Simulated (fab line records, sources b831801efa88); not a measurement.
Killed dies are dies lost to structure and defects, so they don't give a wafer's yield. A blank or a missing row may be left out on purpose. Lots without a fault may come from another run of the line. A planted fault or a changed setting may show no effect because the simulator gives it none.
A struck lot beside a sound one | flow sky130 | 16 steps out of a route of 708
Sound: wafers L214.1, L214.2, L214.3. Struck: wafer L227.1. (L227.3, L227.5 of the same lot were not struck and are left out.) The cause comes at the end.
At each step with rows: each side's tool, then ch and its chambers, then its first start. Under that, the readings that differ: sound wafers | struck wafers | difference of the means | sigmas: that difference in standard deviations of wafers without a fault.
alike: readings whose means differ by less than 2 such deviations, and words and numbers that are the same on both sides. not compared: withheld readings, readings that some wafer has no value for, bounds like >300 that may hide the same value, and numbers for which the record gives no deviation and whose values overlap.
The two part at a step that has a row with sigmas, a row that says differs or no value, or rows on one side only. Numbers that don't overlap but have no deviation are shown without sigmas and don't part them. A reading that every wafer of one side lacks parts them only if that side has two wafers or more.

first, 3 steps without rows for these wafers: SKY_METAL2_EXPOSE_12 (exposes mask MM2, target cd 140 nm); SKY_METAL2_PEB_13; SKY_METAL2_DEVELOP_14 (develop time 60 s).
SKY_METAL2_CD_MEAS_15: target cd 140 nm.
  sound on cd_sem-01, day 35 05:10; struck on cd_sem-02, day 39 19:46
  alike: cd_nm
SKY_METAL2_OVL_MEAS_16:
  sound on overlay-01, day 35 05:17; struck on overlay-01, day 39 19:53
  alike: METAL2_OVL
SKY_METAL2_DESCUM_17: chemistry O2, time 8 s.
  sound on rie_metal-01 ch 0,1, day 35 05:20; struck on rie_metal-02 ch 1, day 39 19:55
  reading                     | sound       | struck | difference | sigmas
  drypump_motor_current_A (A) | 6.4 6.4 6.4 | 5.0    | -1.4       | -2
  alike: oes_product_au
  not compared: rf_hours_counter_h
SKY_METAL2_ETCH_18: etches BARC in N2/H2, stops on SiO2, time 45.9 s, target depth 60 nm.
  sound on rie_metal-01 ch 0,1, day 35 05:22; struck on rie_metal-02 ch 1, day 39 19:58
  reading                     | sound       | struck | difference | sigmas
  drypump_motor_current_A (A) | 6.4 6.4 6.5 | 5.0    | -1.4       | -2
  alike: oes_product_au, throttle_valve_pct
  not compared: rf_hours_counter_h
SKY_METAL2_METAL_ETCH_19: etches the open film in Cl2/BCl3, stops on SiO2, target depth 360 nm, time 78 s.
  sound on rie_metal-01 ch 0,1, day 35 05:25; struck on rie_metal-02 ch 1, day 39 20:02
  reading                     | sound       | struck | difference | sigmas
  drypump_motor_current_A (A) | 6.4 6.4 6.4 | 5.1    | -1.3       | -2
  alike: oes_product_au, throttle_valve_pct
  not compared: rf_hours_counter_h
SKY_METAL2_STRIP_20: strips in O2/N2.
  sound on plasma_asher-02 ch 0,1, day 35 05:31; struck on plasma_asher-02 ch 1, day 39 20:10
  alike: drypump_motor_current_A, oes_product_au, strip_time_to_endpoint_s
  not compared: rf_hours_counter_h
then, 3 steps without rows for these wafers: SKY_METAL2_STRIP_21 (strips in post etch residue remover, time 1200 s); SKY_METAL2_CLEAN_22 (cleans in IPA, time 180 s); SKY_METAL2_CLEAN_23 (cleans in O3/DIW).
SKY_VIA2_HDPCVD_00: deposits SiO2, target thk 1180 nm, time 196.7 s.
  sound on hdpcvd-01 ch 0,1,2, day 35 06:11; struck on hdpcvd-02 ch 2, day 39 20:48
  reading                                  | sound             | struck | difference | sigmas
  run_length_s (s)                         | 225.1 225.7 224.6 | 215.6  | -9.5       | -21
  model.SiO2_of_VIA2_HDPCVD_00.thk_nm (nm) | 1184 1166 1183    | 1130   | -48        |
  alike: sih4_flow_sccm
SKY_VIA2_THK_MEAS_01:
  sound on film_metro-01, day 35 06:19; struck on film_metro-01, day 39 21:09
  reading              | sound          | struck | difference | sigmas
  VIA2_HDPCVD_THK (nm) | 1185 1167 1183 | 1130   | -48        | -5
  not compared: hold
SKY_VIA2_CMP_02: polishes SiO2.
  sound on cmp-02 ch 0,2,3, day 35 06:23; struck on cmp-02 ch 3, day 39 23:54
  reading             | sound          | struck                   | difference                   | sigmas
  hold                | - - -          | await_dispo/2.7h/release | no value on the sound wafers |
  motor_current_A (A) | 13.3 12.9 10.2 | 9.8                      | -2.3                         | -2
  alike: slurry_filter_dp_kPa
SKY_PAD_OPEN_PROBE_99:
  the record has rows for the sound wafers here (prober-02, day 45 17:28) and none for the struck ones

WHERE THEY PART
First at SKY_METAL2_DESCUM_17; last, within this record, at SKY_PAD_OPEN_PROBE_99.

WHY: what the simulator had put in
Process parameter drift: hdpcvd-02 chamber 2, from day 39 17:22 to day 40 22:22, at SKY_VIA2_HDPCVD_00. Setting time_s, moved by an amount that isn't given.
